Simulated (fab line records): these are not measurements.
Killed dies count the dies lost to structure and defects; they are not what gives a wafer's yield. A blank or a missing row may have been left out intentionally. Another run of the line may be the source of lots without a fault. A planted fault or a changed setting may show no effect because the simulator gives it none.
2 desks looking at one fault    flow gf180mcu    only its own numbers are on each desk; what lay behind them is given at the end

DESK OF THE TOOL OWNER: pecvd-02
The tool's own readings at GF_SAB_CVD_00 (deposits SiO2 from TEOS, target thk 50 nm, time 4.9302 s): means of the sampled wafers that have a number, for each lot that ran on this tool. Any lot whose mean is over 4 standard deviations away from the usual mean is out of limits and marked OUT; that distance is given in the brackets.
Columns: A = heater-power-outer-w at GF_SAB_CVD_00, usual 374 W; B = heater-power-w at GF_SAB_CVD_00, usual 651 W
lot   first seen here  A    B
L920  day 16 00:53     401  674
L921  day 16 18:14     378  653
This desk found nothing out of limits on any of the 2 lots.

AT THE METROLOGY DESK
Lot by lot, what the gauges showed, no matter which tool ran the lot: averages of those sampled wafers that carry a number. Any lot whose mean is over 4 standard deviations away from the usual mean is out of limits and marked OUT; that distance is given in the brackets. Shown here are 7 of its 8 readings, the ones lying furthest out on some lot.
Columns: A = cd-nm at GF_PSD_CD_MEAS_07, usual 401.1 nm; B = PSD_TW at GF_PSD_TW_MEAS_11, usual 3164; C = NSD_RS at GF_PSD_RS_MEAS_14, usual 46.13 ohm/sq; D = PSD_RS at GF_PSD_RS_MEAS_15, usual 108.5 ohm/sq; E = SAB_CVD_00_THK at GF_SAB_THK_MEAS_01, usual 49.7 nm; F = cd-nm at GF_SAB_CD_MEAS_09, usual 419.2 nm; G = SAB_OVL at GF_SAB_OVL_MEAS_10, usual 1.1 nm
lot   first seen here  A      B     C      D      E     F      G
L917  day 14 22:34     400.9  3139  46.17  108.7  49.9  421.0  1.5
L920  day 15 23:59     406.1  3209  46.22  108.8  49.3  417.9  2.0
L921  day 16 17:20     398.9  3146  46.03  108.5  49.0  418.3  -0.6
L922  day 16 18:32     405.0  3162  46.11  108.1  50.4  422.8  1.8
L937  day 22 11:55     399.0  3159  46.05  108.5  49.6  418.4  1.8
This desk found nothing out of limits on any of the 5 lots.

PUT TOGETHER
The tool owner's desk saw nothing out of limits.
Metrology desk: nothing out of limits seen.

WHAT THE SIMULATOR HAD PUT IN
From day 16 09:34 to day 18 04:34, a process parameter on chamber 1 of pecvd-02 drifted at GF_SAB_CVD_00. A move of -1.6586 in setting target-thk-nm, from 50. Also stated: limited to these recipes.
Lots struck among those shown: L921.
